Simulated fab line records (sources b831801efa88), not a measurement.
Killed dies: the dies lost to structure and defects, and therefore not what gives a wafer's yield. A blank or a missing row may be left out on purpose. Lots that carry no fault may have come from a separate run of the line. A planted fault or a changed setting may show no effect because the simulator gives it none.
Which of the tools did it? :: flow sky130 :: 14 lots with 42 wafers sampled at 3 steps, on a route of 708 steps

## WHAT EACH GAUGE READ, for each wafer
SKY_VIA1_OVL_MEAS_13. Usual: for VIA1_OVL the level is -1 nm and the standard deviation is 4.7.
lot: L884
measured: day 34 09:05
on: overlay-01
VIA1_OVL (nm): 3 0 9
flag: 

lot: L890
measured: day 36 08:31
on: overlay-01
VIA1_OVL (nm): - - -
flag: OFF

lot: L891
measured: day 37 03:53
on: overlay-01
VIA1_OVL (nm): - - -
flag: OFF

lot: L895
measured: day 38 05:32
on: overlay-02
VIA1_OVL (nm): 10 6 5
flag: 

lot: L896
measured: day 38 08:17
on: overlay-01
VIA1_OVL (nm): 3 7 2
flag: 

lot: L897
measured: day 38 12:49
on: overlay-01
VIA1_OVL (nm): -3 -2 -3
flag: 

lot: L898
measured: day 38 16:02
on: overlay-02
VIA1_OVL (nm): -5 -4 -1
flag: 

lot: L899
measured: day 39 07:16
on: overlay-01
VIA1_OVL (nm): -3 5 3
flag: 

lot: L900
measured: day 39 07:36
on: overlay-01
VIA1_OVL (nm): 0 -4 0
flag: 

lot: L901
measured: day 40 01:37
on: overlay-01
VIA1_OVL (nm): 3 1 4
flag: 

lot: L903
measured: day 40 07:46
on: overlay-01
VIA1_OVL (nm): -9 -1 -3
flag: 

lot: L904
measured: day 41 02:02
on: overlay-01
VIA1_OVL (nm): 0 -2 4
flag: 

lot: L905
measured: day 41 08:43
on: overlay-02
VIA1_OVL (nm): -6 0 -3
flag: 

lot: L906
measured: day 41 17:23
on: overlay-02
VIA1_OVL (nm): 2 -1 -2
flag: 

## WHICH TOOL RAN EACH LOT (tool, then ch and the chambers of the sampled wafers, then the start)
lot: L884
SKY_METAL1_SPUTTER_04: pvd-sputter-04, day 32 01:59
SKY_VIA1_EXPOSE_09: krf-scanner-01 ch 0, day 33 20:13

lot: L890
SKY_METAL1_SPUTTER_04: pvd-sputter-03, day 34 01:31
SKY_VIA1_EXPOSE_09: krf-scanner-02, day 35 18:46

lot: L891
SKY_METAL1_SPUTTER_04: pvd-sputter-01, day 34 21:06
SKY_VIA1_EXPOSE_09: krf-scanner-01, day 36 14:37

lot: L895
SKY_METAL1_SPUTTER_04: pvd-sputter-04, day 35 23:53
SKY_VIA1_EXPOSE_09: krf-scanner-01 ch 0, day 37 16:17

lot: L896
SKY_METAL1_SPUTTER_04: pvd-sputter-03, day 36 02:03
SKY_VIA1_EXPOSE_09: krf-scanner-01 ch 0, day 37 19:02

lot: L897
SKY_METAL1_SPUTTER_04: pvd-sputter-01, day 36 07:47
SKY_VIA1_EXPOSE_09: krf-scanner-02 ch 0, day 38 00:07

lot: L898
SKY_METAL1_SPUTTER_04: pvd-sputter-01, day 36 10:38
SKY_VIA1_EXPOSE_09: krf-scanner-01 ch 0, day 38 03:38

lot: L899
SKY_METAL1_SPUTTER_04: pvd-sputter-04, day 37 03:01
SKY_VIA1_EXPOSE_09: krf-scanner-01 ch 0, day 38 18:40

lot: L900
SKY_METAL1_SPUTTER_04: pvd-sputter-03, day 37 03:22
SKY_VIA1_EXPOSE_09: krf-scanner-01 ch 0, day 38 18:51

lot: L901
SKY_METAL1_SPUTTER_04: pvd-sputter-03, day 37 20:33
SKY_VIA1_EXPOSE_09: krf-scanner-01 ch 0, day 39 13:23

lot: L903
SKY_METAL1_SPUTTER_04: pvd-sputter-03, day 38 03:11
SKY_VIA1_EXPOSE_09: krf-scanner-02 ch 0, day 39 19:07

lot: L904
SKY_METAL1_SPUTTER_04: pvd-sputter-01, day 38 21:59
SKY_VIA1_EXPOSE_09: krf-scanner-02 ch 0, day 40 14:35

lot: L905
SKY_METAL1_SPUTTER_04: pvd-sputter-01, day 39 05:45
SKY_VIA1_EXPOSE_09: krf-scanner-01 ch 0, day 40 21:14

lot: L906
SKY_METAL1_SPUTTER_04: pvd-sputter-04, day 39 13:47
SKY_VIA1_EXPOSE_09: krf-scanner-01 ch 0, day 41 04:28
- SKY_METAL1_SPUTTER_04: material TiN, target thk 70 nm, time 58.3 s.
- SKY_VIA1_EXPOSE_09: exposes mask VIM, target cd 150 nm.

## WHAT THE TOOLS THEMSELVES READ (means of the sampled wafers that have a number; where no wafer has one, the mark that the record gives instead)
SKY_METAL1_SPUTTER_04. Usual: throttle-valve-pct 29.9 %, standard deviation 0.67.
lot: L884
tool: pvd-sputter-04
throttle-valve-pct (%): 29.7
flag: 

lot: L890
tool: pvd-sputter-03
throttle-valve-pct (%): 30.4
flag: 

lot: L891
tool: pvd-sputter-01
throttle-valve-pct (%): 30.2
flag: 

lot: L895
tool: pvd-sputter-04
throttle-valve-pct (%): 29.9
flag: 

lot: L896
tool: pvd-sputter-03
throttle-valve-pct (%): 29.3
flag: 

lot: L897
tool: pvd-sputter-01
throttle-valve-pct (%): 29.9
flag: 

lot: L898
tool: pvd-sputter-01
throttle-valve-pct (%): 30.0
flag: 

lot: L899
tool: pvd-sputter-04
throttle-valve-pct (%): 29.5
flag: 

lot: L900
tool: pvd-sputter-03
throttle-valve-pct (%): 30.1
flag: 

lot: L901
tool: pvd-sputter-03
throttle-valve-pct (%): 30.5
flag: 

lot: L903
tool: pvd-sputter-03
throttle-valve-pct (%): 29.8
flag: 

lot: L904
tool: pvd-sputter-01
throttle-valve-pct (%): 29.5
flag: 

lot: L905
tool: pvd-sputter-01
throttle-valve-pct (%): 30.2
flag: 

lot: L906
tool: pvd-sputter-04
throttle-valve-pct (%): 29.6
flag: 

SKY_VIA1_EXPOSE_09. Usual: exposure-dose-mJ-cm2 37.99, standard deviation 0.04; focus-offset-nm -0.1 nm, standard deviation 0.58.
lot: L884
tool: krf-scanner-01
exposure-dose-mJ-cm2: 38.00
focus-offset-nm (nm): -0.4
flag: 

lot: L890
tool: krf-scanner-02
exposure-dose-mJ-cm2: -
focus-offset-nm (nm): -
flag: OFF

lot: L891
tool: krf-scanner-01
exposure-dose-mJ-cm2: -
focus-offset-nm (nm): -
flag: OFF

lot: L895
tool: krf-scanner-01
exposure-dose-mJ-cm2: 37.97
focus-offset-nm (nm): -0.5
flag: 

lot: L896
tool: krf-scanner-01
exposure-dose-mJ-cm2: 38.00
focus-offset-nm (nm): -0.3
flag: 

lot: L897
tool: krf-scanner-02
exposure-dose-mJ-cm2: 38.00
focus-offset-nm (nm): -0.1
flag: 

lot: L898
tool: krf-scanner-01
exposure-dose-mJ-cm2: 38.06
focus-offset-nm (nm): -0.5
flag: 

lot: L899
tool: krf-scanner-01
exposure-dose-mJ-cm2: 37.98
focus-offset-nm (nm): -0.2
flag: 

lot: L900
tool: krf-scanner-01
exposure-dose-mJ-cm2: 38.00
focus-offset-nm (nm): 0.6
flag: 

lot: L901
tool: krf-scanner-01
exposure-dose-mJ-cm2: 38.03
focus-offset-nm (nm): -0.3
flag: 

lot: L903
tool: krf-scanner-02
exposure-dose-mJ-cm2: 37.96
focus-offset-nm (nm): -0.6
flag: 

lot: L904
tool: krf-scanner-02
exposure-dose-mJ-cm2: 37.95
focus-offset-nm (nm): 0.7
flag: 

lot: L905
tool: krf-scanner-01
exposure-dose-mJ-cm2: 38.02
focus-offset-nm (nm): -1.2
flag: 

lot: L906
tool: krf-scanner-01
exposure-dose-mJ-cm2: 37.98
focus-offset-nm (nm): -0.0
flag: 

## THE ANSWER, worked out from the rows above alone
Rule: a lot counts as off when the mean over its wafers that have a number is more than 3 standard deviations away from the usual mean. A lot without any number at a reading at which 4 lots or more have one is off too. Any other lot the step has rows for is counted as sound. First the gauges in route order, then the tools' own readings, where a lot's mean is used as printed above. At the first step where some lot is off, the reading lying furthest off is the one used; lots without a number count as furthest.
Off: at SKY_VIA1_OVL_MEAS_13 (VIA1_OVL), L890, L891. Without a number there: L890, L891.
A tool fits if, at a process step before that reading, it ran every lot that is off, and no sound lot after the first of them. Not tried: the gauges at SKY_VIA1_OVL_MEAS_13; whatever is off there is also off at SKY_VIA1_EXPOSE_09, on other tools, and gauge error can't account for it. Of those tried, none fits.

## WHAT WAS PUT IN BY THE SIMULATOR
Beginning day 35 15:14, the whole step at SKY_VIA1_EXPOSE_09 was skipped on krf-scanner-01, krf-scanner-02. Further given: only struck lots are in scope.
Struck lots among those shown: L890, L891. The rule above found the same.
